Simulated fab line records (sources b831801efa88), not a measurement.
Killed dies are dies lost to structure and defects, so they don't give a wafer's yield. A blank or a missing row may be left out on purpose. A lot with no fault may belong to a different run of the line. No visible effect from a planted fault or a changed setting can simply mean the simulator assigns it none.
Matching of chambers || flow sky130 || SKY_VIA2_HDPCVD_00 on hdpcvd-01 has 3 sister chambers
The step deposits SiO2, target thk 1180 nm, time 196.7 s. 14 wafers are shown with their chamber, then 7 later ones without.

EACH WAFER AND ITS CHAMBER
{"wafer": "L395.1", "chamber": 1, "run_length_s (s)": 224.5, "susceptor_temp_C (C)": 399.78, "sih4_flow_sccm (sccm)": 59.98}
{"wafer": "L395.3", "chamber": 2, "run_length_s (s)": 224.9, "susceptor_temp_C (C)": 399.69, "sih4_flow_sccm (sccm)": 59.85}
{"wafer": "L395.5", "chamber": 0, "run_length_s (s)": 224.9, "susceptor_temp_C (C)": 400.41, "sih4_flow_sccm (sccm)": 60.12}
{"wafer": "L396.2", "chamber": 2, "run_length_s (s)": 224.9, "susceptor_temp_C (C)": 400.20, "sih4_flow_sccm (sccm)": 59.85}
{"wafer": "L396.3", "chamber": 0, "run_length_s (s)": 225.1, "susceptor_temp_C (C)": 399.90, "sih4_flow_sccm (sccm)": 59.83}
{"wafer": "L396.4", "chamber": 0, "run_length_s (s)": 224.9, "susceptor_temp_C (C)": 399.62, "sih4_flow_sccm (sccm)": 59.91}
{"wafer": "L397.3", "chamber": 1, "run_length_s (s)": 225.0, "susceptor_temp_C (C)": 400.00, "sih4_flow_sccm (sccm)": 59.75}
{"wafer": "L397.4", "chamber": 0, "run_length_s (s)": 225.3, "susceptor_temp_C (C)": 400.45, "sih4_flow_sccm (sccm)": 60.01}
{"wafer": "L397.6", "chamber": 1, "run_length_s (s)": 225.1, "susceptor_temp_C (C)": 400.47, "sih4_flow_sccm (sccm)": 59.89}
{"wafer": "L401.2", "chamber": 1, "run_length_s (s)": 224.9, "susceptor_temp_C (C)": 400.22, "sih4_flow_sccm (sccm)": 60.10}
{"wafer": "L401.3", "chamber": 2, "run_length_s (s)": 224.5, "susceptor_temp_C (C)": 400.08, "sih4_flow_sccm (sccm)": 60.11}
{"wafer": "L401.4", "chamber": 1, "run_length_s (s)": 224.8, "susceptor_temp_C (C)": 400.15, "sih4_flow_sccm (sccm)": 59.82}
{"wafer": "L409.1", "chamber": 2, "run_length_s (s)": 224.2, "susceptor_temp_C (C)": 399.97, "sih4_flow_sccm (sccm)": 60.15}
{"wafer": "L409.3", "chamber": 1, "run_length_s (s)": 224.4, "susceptor_temp_C (C)": 400.23, "sih4_flow_sccm (sccm)": 60.13}

SIGNATURES (means of the wafers above)
{"reading": "run_length_s", "chamber 0": 225.050, "chamber 1": 224.783, "chamber 2": 224.625, "scatter within a chamber": 0.277}
{"reading": "susceptor_temp_C", "chamber 0": 400.0950, "chamber 1": 400.1417, "chamber 2": 399.9850, "scatter within a chamber": 0.287}
{"reading": "sih4_flow_sccm", "chamber 0": 59.9675, "chamber 1": 59.9450, "chamber 2": 59.9900, "scatter within a chamber": 0.149}
Rule: for each reading, subtract the chamber's mean from the wafer's reading, divide by that reading's scatter and square the result; add these up over the readings and take the root, which gives the wafer's distance from the chamber. If the next closest chamber is less than 2 further off than the closest, the wafer can't be placed; otherwise it belongs to the closest. The scatter: the root of (the sum of the squares of (reading less its chamber's mean) over the shown wafers, divided by (wafers less chambers)).

WAFERS MISSING THEIR CHAMBER
{"wafer": "L409.4", "run_length_s (s)": 225.5, "susceptor_temp_C (C)": 400.19, "sih4_flow_sccm (sccm)": 59.43}
{"wafer": "L410.4", "run_length_s (s)": 225.9, "susceptor_temp_C (C)": 399.76, "sih4_flow_sccm (sccm)": 60.14}
{"wafer": "L410.5", "run_length_s (s)": 224.5, "susceptor_temp_C (C)": 399.99, "sih4_flow_sccm (sccm)": 59.87}
{"wafer": "L410.6", "run_length_s (s)": 224.9, "susceptor_temp_C (C)": 400.00, "sih4_flow_sccm (sccm)": 59.90}
{"wafer": "L411.1", "run_length_s (s)": 224.9, "susceptor_temp_C (C)": 400.10, "sih4_flow_sccm (sccm)": 60.13}
{"wafer": "L411.4", "run_length_s (s)": 224.4, "susceptor_temp_C (C)": 400.01, "sih4_flow_sccm (sccm)": 59.99}
{"wafer": "L411.6", "run_length_s (s)": 225.4, "susceptor_temp_C (C)": 400.17, "sih4_flow_sccm (sccm)": 59.63}

THE CHAMBER EACH PASSED THROUGH
{"wafer": "L409.4", "from the rows above": "can't be placed: 0 or 1 or 2", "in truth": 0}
{"wafer": "L410.4", "from the rows above": "can't be placed: 0 or 1 or 2", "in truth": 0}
{"wafer": "L410.5", "from the rows above": "can't be placed: 2 or 1 or 0", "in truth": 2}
{"wafer": "L410.6", "from the rows above": "can't be placed: 1 or 0 or 2", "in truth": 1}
{"wafer": "L411.1", "from the rows above": "can't be placed: 0 or 1 or 2", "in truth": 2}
{"wafer": "L411.4", "from the rows above": "can't be placed: 2 or 1 or 0", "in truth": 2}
{"wafer": "L411.6", "from the rows above": "can't be placed: 0 or 1 or 2", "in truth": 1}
Placed correctly: 0 of 7. These rows do not allow placing 7 (true chamber among the candidates in 7). Number placed wrongly: 0.
